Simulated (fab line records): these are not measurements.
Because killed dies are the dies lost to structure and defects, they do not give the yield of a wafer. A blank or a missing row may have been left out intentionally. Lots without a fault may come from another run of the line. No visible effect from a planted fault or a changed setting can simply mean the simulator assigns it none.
2 desks looking at one fault -- flow sky130 -- numbers are kept per desk, each desk with only its own; the story behind them comes last

== FROM THE METROLOGY DESK ==
What the gauges read, lot by lot, whatever tool the lot ran on: means of the sampled wafers that have a number. The brackets show how far a lot's mean lies from the usual mean; more than 4 standard deviations puts the lot out of limits, marked OUT.
Columns: A = DNWELL_TW at SKY_DNWELL_TW_MEAS_09, usual 1119; B = PWDE_OVL at SKY_PWDE_OVL_MEAS_07, usual 0.0 nm
lot,first seen here,A,B
L583,day 3 20:23,1137,-1.3
L585,day 3 21:01,1126,-1.0
L592,day 5 04:23,1113,0.6
L594,day 5 15:34,1125,1.4
L597,day 6 12:49,1112,0.7
L599,day 6 20:45,1129,-0.8
This desk's verdict: no lot among the 6 shows anything out of limits.

== TOOL OWNER'S DESK, implanter-01 ==
The tool's own readings at SKY_PWDE_IMPLANT_08: means of the sampled wafers that have a number, for each lot that ran on this tool. The brackets show how far a lot's mean lies from the usual mean; more than 4 standard deviations puts the lot out of limits, marked OUT.
Columns: A = beamEnergyKeV at SKY_PWDE_IMPLANT_08, usual 149.99
lot,first seen here,A
L583,day 4 12:25,150.03
L585,day 4 13:17,149.99
L592,day 5 22:08,133.45 (-99 or more) OUT
L594,day 6 09:23,133.42 (-99 or more) OUT
Finding of this desk: L592, L594 out of limits; the first was L592 at day 5 22:08, on beamEnergyKeV at SKY_PWDE_IMPLANT_08. L583, L585 stayed within limits.

== TAKEN TOGETHER ==
On L592, L594, at day 5 22:08, an alarm was possible from the tool owner's desk.
Nothing out of limits was seen by the metrology desk.
The metrology desk has L592, L594 on record, within its limits.
SKY_PWDE_IMPLANT_08 was run on implanter-01 by each of the lots named.

== WHAT HAD BEEN PUT IN BY THE SIMULATOR ==
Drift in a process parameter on implanter-01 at SKY_PWDE_IMPLANT_08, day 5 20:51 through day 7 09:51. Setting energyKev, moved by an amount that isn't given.
Shown lots that were struck: L592, L594.
Time in hours from fault onset to the first out-of-limits reading at each desk: the tool owner's desk, 1.
